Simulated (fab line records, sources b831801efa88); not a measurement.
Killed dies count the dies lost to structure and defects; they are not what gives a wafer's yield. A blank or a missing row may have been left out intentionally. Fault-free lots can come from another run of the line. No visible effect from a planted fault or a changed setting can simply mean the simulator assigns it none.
Comparing a struck lot with a sound one ; flow gf180mcu ; 14 steps out of a route of 602
Sound: these wafers, L929.1, L929.4, L929.6. Wafers struck: L919.4, L919.5, L919.6. The cause is named last.
Each step with rows lists, per side, the tool, then ch with its chambers, then its first start. Under that, the readings that differ: sound wafers ; struck wafers ; difference of the means ; sigmas: that difference in standard deviations of wafers without a fault.
alike: a reading whose means differ by less than 2 such deviations, as well as words and numbers matching on both sides. not compared: withheld readings; readings where some wafer has no value; bounds like >300 that might hide an equal value; numbers whose values overlap and for which the record gives no deviation.
The two part at a step that has a row with sigmas, a row that says differs or no value, or rows on one side only. Numbers that don't overlap but have no deviation are shown without sigmas and don't part them. A reading that every wafer of one side lacks parts them only if that side has two wafers or more.

first, 5 steps without rows for these wafers: GF_V4_COAT_09 (resist thk 1000 nm); GF_V4_SOFTBAKE_10 (time 60 s); GF_V4_EXPOSE_11 (exposes mask Via4, target cd 260 nm); GF_V4_PEB_12 (peb time 90 s); GF_V4_DEVELOP_13 (develop time 60 s).
GF_V4_CD_MEAS_14: the cd target is 260 nm.
  sound: cdSem-01 at day 29 04:56; struck: cdSem-02 at day 26 06:14
  alike: cdNm
GF_V4_OVL_MEAS_15:
  sound: overlay-02 at day 29 05:03; struck: overlay-02 at day 26 06:19
  alike: V4_OVL
GF_V4_ETCH_16: etches BARC in N2/H2.
  sound on rieDiel-03 ch 1,2,3, day 29 05:05; struck on rieDiel-03 ch 0,2,3, day 26 06:20
  alike: chamberPressureMTorr, drypumpMotorCurrentA, n2FlowSccm, oesProductAu, throttleValvePct
GF_V4_ETCH_17: etches SiO2 in C4F8/O2/Ar, stops on TiN, target depth 630 nm.
  sound: rieDiel-03 ch 1,2,3; struck: rieDiel-03 ch 0,2,3
  alike: chamberPressureMTorr, oesProductAu
GF_V4_STRIP_18: strips in O2/N2.
  sound on plasmaAsher-04 ch 1, day 29 05:13; struck on plasmaAsher-01 ch 0,1, day 26 06:30
  alike: chamberPressureMTorr, drypumpMotorCurrentA, heaterPowerW, n2FlowSccm, oesProductAu
  not compared: rfHoursCounterH
then, 2 steps without rows for these wafers: GF_V4_STRIP_19 (strips in post etch residue remover, time 1200 s); GF_V4_CLEAN_20 (cleans in DIW).
GF_V4_SPUTTER_21: material Ti, target thk 15 nm, time 80.02 s.
  sound: pvdSputter-04 at day 29 05:49; struck: pvdSputter-04 at day 26 07:00
  no value came back on the struck wafers for cathodeDcPowerW (W), chamberPressurePa (Pa), throttleValvePct (%); on the sound wafers cathodeDcPowerW (W) reads 2499.6 2500.3 2499.6
GF_V4_SPUTTER_22: material TiN, target thk 10 nm, time 40 s.
  sound: pvdSputter-04 at day 29 05:52; struck: pvdSputter-04 at day 26 07:04
  alike: cathodeDcPowerW, chamberPressurePa, throttleValvePct

== WHERE THEY PART ==
Within this record, at GF_V4_SPUTTER_21 only. Later steps at which nothing parts them and some readings are alike: GF_V4_SPUTTER_22.

WHY: what had been put in by the simulator
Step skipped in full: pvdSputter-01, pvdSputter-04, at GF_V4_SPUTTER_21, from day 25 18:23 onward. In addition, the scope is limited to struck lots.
